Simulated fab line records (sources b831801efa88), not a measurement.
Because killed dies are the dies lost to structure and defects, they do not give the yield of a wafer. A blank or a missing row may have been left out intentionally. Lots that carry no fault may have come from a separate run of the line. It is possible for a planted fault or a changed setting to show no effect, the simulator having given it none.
Matching of chambers || flow gf180mcu || 3 sister chambers for GF_V4_CVD_02 on pecvd-02
The step deposits SiO2 from TEOS, target thk 850 nm, time 94.851 s. 3 wafers are shown with their chamber, then 8 later ones without.

## WAFERS WITH THEIR CHAMBER
{"wafer": "L091.3", "chamber": 0, "heaterPowerW (W)": 540}
{"wafer": "L091.4", "chamber": 2, "heaterPowerW (W)": 719}
{"wafer": "L092.2", "chamber": 1, "heaterPowerW (W)": 654}

## WAFERS WITH NO CHAMBER GIVEN
{"wafer": "L092.5", "heaterPowerW (W)": 709}
{"wafer": "L092.6", "heaterPowerW (W)": 711}
{"wafer": "L096.3", "heaterPowerW (W)": 693}
{"wafer": "L096.4", "heaterPowerW (W)": 468}
{"wafer": "L096.5", "heaterPowerW (W)": 759}
{"wafer": "L097.2", "heaterPowerW (W)": 755}
{"wafer": "L097.4", "heaterPowerW (W)": 786}
{"wafer": "L097.6", "heaterPowerW (W)": 480}

## WHICH CHAMBER EACH ONE RAN IN
{"wafer": "L092.5", "from the rows above": "can't be placed: 2 or 1", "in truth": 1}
{"wafer": "L092.6", "from the rows above": "can't be placed: 2 or 1", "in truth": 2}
{"wafer": "L096.3", "from the rows above": "can't be placed: 2 or 1", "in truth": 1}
{"wafer": "L096.4", "from the rows above": 0, "in truth": 0}
{"wafer": "L096.5", "from the rows above": "can't be placed: 2 or 1", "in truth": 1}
{"wafer": "L097.2", "from the rows above": "can't be placed: 2 or 1", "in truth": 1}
{"wafer": "L097.4", "from the rows above": "can't be placed: 2 or 1", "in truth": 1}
{"wafer": "L097.6", "from the rows above": 0, "in truth": 0}
Correct placement for 2 of the 8. From these rows, 6 cannot be placed; in 6 the true chamber is one of the candidates. Placed wrongly: 0.
How it was worked out, from the rows above alone: a wafer's distance from a chamber is the root of the sum, over the readings, of the square of ((its reading less the chamber's mean) divided by the reading's scatter). The wafer belongs to the nearest chamber; if the next one is less than 2 further off, it can't be placed. A chamber's mean is the mean of its shown wafers. The scatter: root of mean squared gap, hidden wafer to nearest shown wafer, with one shown wafer a chamber.
